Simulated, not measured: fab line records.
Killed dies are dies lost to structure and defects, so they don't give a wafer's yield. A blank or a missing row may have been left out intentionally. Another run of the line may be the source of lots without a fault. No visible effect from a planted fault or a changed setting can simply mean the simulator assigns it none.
Problem report in the 8D (eight disciplines) form, filled by code :: flow sky130 :: the parts of the form that need people (team, actions taken, sign-off) are left out

## 1. THE ISSUE
Wafers without a fault read 3000.3 rpm, standard deviation 1.8; spin-speed-rpm at SKY_METAL4_COAT_07 reads a mean of 2939.7 rpm on 6 wafers belonging to 2 lots. Relative to the usual mean, that is a shift of -34 standard deviations.
The step: resist thk 60 nm.
The first sign was on wafer L959.2 at day 46 01:44, on litho-track-04. At this step, 18 wafers from 6 lots have a number in the record. Rule for "out", or "out of limits": more than 4 standard deviations from the usual mean. The other wafers with a number count as sound.

## 2. WHAT THIS IS AND IS NOT
question: which readings at this step
is: spin-speed-rpm
is not: exhaust-pa

question: which lots
is: L959, L960
is not: L946, L947, L965, L966

question: which wafers of those lots
is: all that have a number
is not: -

question: read on which tools
is: litho-track-04
is not: litho-track-03

question: when
is: from day 46 01:44
is not: up to then (6 sound wafers); but 6 sound wafers of L965, L966 came after

## 3. SUSPECTS, AND WHAT RULES EACH OUT
Counting: a tool stays on the suspect list if, at a process step up to the reading, it processed all lots that are out and no sound lot following the first of them.
- litho-track-04 at SKY_METAL4_COAT_07 (resist thk 60 nm): kept. It ran every lot that is out, first L959 (day 46 01:44), and no sound lot after that; its last sound lot up to then is L947 (day 42 05:22). Its own readings are out on those wafers: spin-speed-rpm.
The count leaves litho-track-04 at SKY_METAL4_COAT_07.

## 4. THE CAUSE (what the simulator had put in)
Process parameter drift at SKY_METAL4_COAT_07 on litho-track-04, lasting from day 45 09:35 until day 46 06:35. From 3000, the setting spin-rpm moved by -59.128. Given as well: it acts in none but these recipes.
Only this tool survived the counting.

## 5. SEQUENCE OF EFFECTS, ordered by route
Rows list readings where the struck wafers' mean (over those with a number) sits beyond 3 standard deviations from the usual. Only readings whose record carries a usual standard deviation are examined. hours: median over the lots of the time between each lot's start at the first step of this table that gives one and its start at this step. sigmas: the change, counted in usual standard deviations.
hours: 0
step: SKY_METAL4_COAT_07
reading: spin-speed-rpm
usual: 3000.3 rpm
on struck wafers: 2939.7
change: -60.6
sigmas: -34
The process steps in it:
- SKY_METAL4_COAT_07: resist thk 60 nm.
At these later measuring or inspecting steps, every struck wafer for which the step has a row has a number for every such reading, and none has moved that far: SKY_METAL4_CD_MEAS_13, SKY_METAL4_OVL_MEAS_14.

## 6. WHAT WOULD HAVE CAUGHT IT SOONER
In this record no reading fell out of limits until day 46 01:44, 16 hours after the fault had begun at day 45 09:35.
